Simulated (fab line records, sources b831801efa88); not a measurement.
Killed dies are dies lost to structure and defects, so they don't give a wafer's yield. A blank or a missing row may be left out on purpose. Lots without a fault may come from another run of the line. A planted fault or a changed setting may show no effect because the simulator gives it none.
Problem report in the 8D (eight disciplines) form, filled by code | flow gf180mcu | the parts of the form that need people (team, actions taken, sign-off) are left out

1. THE PROBLEM
HV_LDD_2_TW at GF_HV_LDD_TW_MEAS_23 reads a mean of 918 on 6 wafers of 2 lots; wafers without a fault read 1061 with a standard deviation of 19. That is -7.5 standard deviations from the usual mean.
First seen on wafer L463.2, day 15 02:51, on film_metro-03. The record holds 39 wafers of 13 lots with a number at this step. Rule for "out", or "out of limits": more than 4 standard deviations from the usual mean. The other wafers with a number count as sound.

2. WHAT IT IS AND WHAT IT IS NOT
question                    | is                     | is not
which readings at this step | HV_LDD_2_TW            | -
which lots                  | L463, L467             | L450, L453, L454, L455, L456, L457, L459, L460, L461, L462, L464
which wafers of those lots  | all that have a number | -
read on which gauges        | film_metro-03          | film_metro-02, film_metro-04
when                        | from day 15 02:51      | up to then (30 sound wafers); but 3 sound wafers of L464 came after

3. SUSPECTS, AND WHAT RULES EACH OUT
Counting: a tool at a process step up to the reading stays a suspect if it ran every lot that is out and no sound lot after the first of them.
- the gauge at GF_HV_LDD_TW_MEAS_23: ruled out. All the wafers that are out were read on film_metro-03, but those of them that GF_HV_LDD_IMPLANT_21 has rows for are out there too, on other tools.
- implanter-04 at GF_HV_LDD_IMPLANT_21: kept. It ran every lot that is out, first L463 (day 15 02:37), and no sound lot after that; its last sound lot up to then is L461 (day 14 23:17). Its own readings are out on those wafers: beam_energy_keV.
Left after counting: implanter-04 at GF_HV_LDD_IMPLANT_21.

4. THE CAUSE (what the simulator had put in)
Process parameter drift: implanter-04, from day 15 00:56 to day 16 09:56, at GF_HV_LDD_IMPLANT_21. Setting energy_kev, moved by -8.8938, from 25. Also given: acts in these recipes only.
Counting left only this tool.

5. THE CHAIN OF EFFECTS, in route order
Each row: a reading whose mean over the struck wafers that have a number lies more than 3 standard deviations from the usual. Only readings for which the record gives a usual standard deviation are gone through. hours: the time from each lot's start at the first step in this table that gives one to its start at this step, as a median over the lots. sigmas: the change in usual standard deviations.
hours | step                 | reading         | usual  | on struck wafers | change | sigmas
0     | GF_HV_LDD_IMPLANT_21 | beam_energy_keV | 25.000 | 16.108           | -8.892 | -99 or more
0     | GF_HV_LDD_TW_MEAS_23 | HV_LDD_2_TW     | 1061   | 918              | -143   | -7.5
The process steps in it:
- GF_HV_LDD_IMPLANT_21

6. WHAT WOULD HAVE CAUGHT IT SOONER
In this record the first reading out of limits at a measuring or inspecting step was taken at day 15 02:51, 2 hours after the fault began at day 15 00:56.
The tool's own readings at GF_HV_LDD_IMPLANT_21 were out on every struck wafer that the step has a row for (beam_energy_keV): an alarm limit on them would have fired on the first of those.
Of the lots that are out (2), L467 began GF_HV_LDD_IMPLANT_21 on implanter-04 after day 15 02:51. A hold on the tool at that time would have spared it.
